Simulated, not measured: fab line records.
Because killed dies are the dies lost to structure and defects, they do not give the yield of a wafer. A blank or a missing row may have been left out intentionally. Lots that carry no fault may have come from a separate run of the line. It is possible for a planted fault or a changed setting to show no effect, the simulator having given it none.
Comparing a struck lot with a sound one ; flow gf180mcu ; 32 out of 602 route steps
Sound: wafers L851.1, L851.3, L851.5. The struck wafers were L862.1, L862.3, L862.6. The cause is named last.
At each step with rows: each side's tool, then ch and its chambers, then its first start. Under that, the readings that differ: sound wafers ; struck wafers ; difference of the means ; sigmas: that difference in standard deviations of wafers without a fault.
alike: words and numbers the same on both sides, and readings whose means are apart by under 2 such deviations; not compared: readings that were withheld, readings missing a value for some wafer, numbers with overlapping values and no deviation given by the record, and bounds like >300 which may hide the same value.
The two part at a step that has a row with sigmas, a row that says differs or no value, or rows on one side only. Numbers that have no deviation but don't overlap get no sigmas and don't part them. A reading missing from all wafers of one side parts the sides only when that side holds two or more wafers.

first, 1 step without rows for these wafers: GF_HV_LDD_CVD_56 (deposits Si3N4 from DCS/NH3, target thk 90 nm, time 1543 s).
GF_HV_LDD_THK_MEAS_57:
  sound on film-metro-03 at day 12 09:47; struck on film-metro-04 at day 16 23:50
  alike: HV_LDD_CVD_56_THK
GF_HV_LDD_ETCHBACK_58: etches Si3N4 in CH3F/O2, stops on SiO2, time 100 s, target depth 90 nm.
  sound on rie-diel-01 ch 0,1,3, day 12 09:50; struck on rie-diel-04 ch 0,3, day 16 23:54
  alike: bias-w, chamber-pressure-mTorr, drypump-motor-current-A, oes-product-au, throttle-valve-pct
  not compared: rf-hours-counter-h
then, 7 steps without rows for these wafers: GF_NSD_DEHYDRATE_00 (time 60 s); GF_NSD_HMDS_01 (prime time 60 s); GF_NSD_COAT_02 (resist thk 1000 nm); GF_NSD_SOFTBAKE_03 (time 60 s); GF_NSD_EXPOSE_04 (exposes mask Nplus, target cd 400 nm); GF_NSD_PEB_05; GF_NSD_DEVELOP_06 (develop time 60 s).
GF_NSD_CD_MEAS_07 targets a cd of 400 nm.
  sound on cd-sem-02 at day 13 05:43; struck on cd-sem-02 at day 17 22:43
  alike: cd-nm
GF_NSD_OVL_MEAS_08:
  sound on overlay-01 at day 13 05:50; struck on overlay-02 at day 17 22:50
  alike: NSD_OVL
GF_NSD_IMPLANT_09:
  sound on implanter-04 ch 0, day 13 05:53; struck on implanter-04 ch 0, day 17 22:52
reading;sound;struck;difference;sigmas
implant-ion-amu;75 75 75;49 49 49;-26;
model.implant.rp-nm (nm);38.26 38.26 38.26;45.09 45.09 45.09;+6.83;
model.implant.drp-nm (nm);16.15 16.15 16.15;21.23 21.23 21.23;+5.08;
next, for these wafers, 1 step has no rows: GF_NSD_IMPLANT_10.
GF_NSD_STRIP_11: strips in O2/N2.
  sound on plasma-asher-04 ch 1, day 13 06:11; struck on plasma-asher-02 ch 0, day 17 23:10
reading;sound;struck;difference;sigmas
heater-power-w (W);372 370 374;306 311 315;-61;-2
strip-time-to-endpoint-s (s);22.98 22.99 23.01;23.69 23.71 23.73;+0.72;+19
  alike: chamber-pressure-mTorr, drypump-motor-current-A, oes-product-au
  not compared: rf-hours-counter-h
GF_NSD_TW_MEAS_12:
  sound on film-metro-01 at day 13 06:17; struck on film-metro-03 at day 17 23:16
reading;sound;struck;difference;sigmas
NSD_TW;4257 4264 4276;4226 4189 4201;-60;-2
then, 7 steps without rows for these wafers: GF_PSD_DEHYDRATE_00 (time 60 s); GF_PSD_HMDS_01 (prime time 60 s); GF_PSD_COAT_02 (resist thk 1000 nm); GF_PSD_SOFTBAKE_03 (time 60 s); GF_PSD_EXPOSE_04 (exposes mask Pplus, target cd 400 nm); GF_PSD_PEB_05; GF_PSD_DEVELOP_06 (develop time 60 s).
GF_PSD_CD_MEAS_07 targets a cd of 400 nm.
  sound on cd-sem-02 at day 14 01:34; struck on cd-sem-02 at day 18 22:43
reading;sound;struck;difference;sigmas
cd-nm (nm);396.9 397.6 396.3;403.8 401.5 401.9;+5.5;+2
GF_PSD_OVL_MEAS_08:
  sound on overlay-01 at day 14 01:41; struck on overlay-02 at day 18 22:50
  alike: PSD_OVL
next, for these wafers, 1 step has no rows: GF_PSD_IMPLANT_09.
GF_PSD_STRIP_10: strips in O2/N2.
  sound on plasma-asher-03 ch 0,1, day 14 01:52; struck on plasma-asher-01 ch 0,1, day 18 23:01
  alike: chamber-pressure-mTorr, drypump-motor-current-A, heater-power-w, oes-product-au, strip-time-to-endpoint-s
  not compared: rf-hours-counter-h
GF_PSD_TW_MEAS_11:
  sound on film-metro-02 at day 14 01:58; struck on film-metro-03 at day 18 23:07
  alike: PSD_TW
then, 1 step without rows for these wafers: GF_PSD_CLEAN_12 (cleans in SC1/SC2, time 150 s).
GF_PSD_RTA_13: time 20 s.
  sound on rtp-anneal-02 ch 0, day 14 02:05; struck on rtp-anneal-01 ch 0, day 18 23:14
reading;sound;struck;difference;sigmas
lamp-power-pct (%);31.3 31.3 31.3;36.4 36.4 36.4;+5.1;+2
  alike: wafer_temp_C_max
GF_PSD_RS_MEAS_14: uses a four-point probe to measure.
  sound on film-metro-01 at day 14 02:10; struck on film-metro-03 at day 18 23:19
reading;sound;struck;difference;sigmas
NSD_RS (ohm/sq);46.23 46.08 46.13;- - -;no value on the struck wafers;
GF_PSD_RS_MEAS_15: uses a four-point probe to measure.
  sound on film-metro-01 at day 14 02:17; struck on film-metro-03 at day 18 23:26
  alike: PSD_RS

== WHERE THEY PART ==
At GF_NSD_STRIP_11 first; at GF_PSD_RS_MEAS_14 last (within this record only). Later steps at which nothing parts them and some readings are alike: GF_PSD_RS_MEAS_15.

WHY: what had been put in by the simulator
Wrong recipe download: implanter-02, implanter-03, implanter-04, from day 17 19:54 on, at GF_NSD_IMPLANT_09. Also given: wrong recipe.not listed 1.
